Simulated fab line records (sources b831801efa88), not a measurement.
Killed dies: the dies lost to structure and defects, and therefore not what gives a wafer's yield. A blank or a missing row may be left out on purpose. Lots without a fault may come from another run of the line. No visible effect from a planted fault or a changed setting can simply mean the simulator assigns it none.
8D (eight disciplines) problem report, filled in by code -- flow gf180mcu -- the parts of the form that need people (team, actions taken, sign-off) are left out

== 1. WHAT IS WRONG ==
At GF_V3_CMP_26, overpolishRunS averages 0.042 s over 2 wafers from 2 lots, while fault-free wafers read 15.000 s, standard deviation 0.0082. So: -99 or more standard deviations from the usual mean.
The step: polishes, stops on SiO2, t overpolish 15 s, target thk 0 nm.
First seen on wafer L634.2, day 27 00:19, on cmp-02. The record holds 42 wafers of 14 lots with a number at this step. The rule behind "out" and "out of limits": a value lying over 4 standard deviations away from the usual mean. All remaining wafers that have a number are taken as sound.

== 2. WHAT IT IS, WHAT IT ISN'T ==
question,is,is not
which readings at this step,"overpolishRunS, timeToEndpointS","motorCurrentA, retainingRingPressureFrac"
which lots,"L634, L635","L623, L624, L628, L636, L637, L638, L639, L640, L641, L644, L645, L646"
which wafers of those lots,"L634.2, L635.1","L634.3, L634.5, L635.3, L635.4"
read on which tools,cmp-02,cmp-01
when,from day 27 00:19,"up to then (11 sound wafers); but 29 sound wafers of L635, L636, L637, L638, L639, L640, L641, L644, L645, L646 came after"

== 3. THE SUSPECTS, EACH WITH WHAT RULES IT OUT ==
Counting: if a tool at a process step up to the reading ran every lot that is out, it stays a suspect. Sound lots after the first of them don't rule it out here, since some wafers of a struck lot are sound.
- rieMetal-01 at GF_M3_METAL_ETCH_16 (etches the open film in Cl2/BCl3, stops on SiO2, target depth 627.5 nm, time 104.6 s): kept. It ran every lot that is out, first L634 (day 26 00:16); its last sound lot up to then is L628 (day 23 06:19).
- cmp-02 at GF_V3_CMP_26 (polishes, stops on SiO2, t overpolish 15 s, target thk 0 nm): kept. It ran every lot that is out, first L634 (day 27 00:19); its last sound lot up to then is L628 (day 24 07:01). Out on those wafers are its own readings of overpolishRunS, timeToEndpointS.
- In cmp-02 at GF_V3_CMP_26, the wafers that are out were processed in chamber 0 and their sound lot-mates in chambers 1, 2, 3.
After counting, rieMetal-01 at GF_M3_METAL_ETCH_16 and cmp-02 at GF_V3_CMP_26 remain.

== 4. THE CAUSE (what the simulator had put in) ==
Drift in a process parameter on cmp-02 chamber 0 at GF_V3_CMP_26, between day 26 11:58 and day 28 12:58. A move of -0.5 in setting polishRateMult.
Of the 2 suspects that counting leaves, this tool is one.

== 5. THE EFFECT CHAIN, in route order ==
Each row: a reading where the mean over the struck wafers with a number is more than 3 standard deviations away from the usual. Scope: only readings with a usual standard deviation given in the record; hours: median across lots of the time from each lot's start at the first step in this table that gives one to its start at this step; sigmas: change in usual standard deviations.
hours,step,reading,usual,on struck wafers,change,sigmas
0,GF_V3_CMP_26,overpolishRunS,15.000 s,0.042,-14.958,-99 or more
0,GF_V3_CMP_26,timeToEndpointS,83 s,129,+46,+13
Here are the process steps it includes:
- GF_V3_CMP_26: polishes, stops on SiO2, t overpolish 15 s, target thk 0 nm.

== 6. HOW IT WOULD HAVE BEEN CAUGHT EARLIER ==
First out-of-limits reading in this record: day 27 00:19, which is 12 hours after fault onset at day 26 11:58.
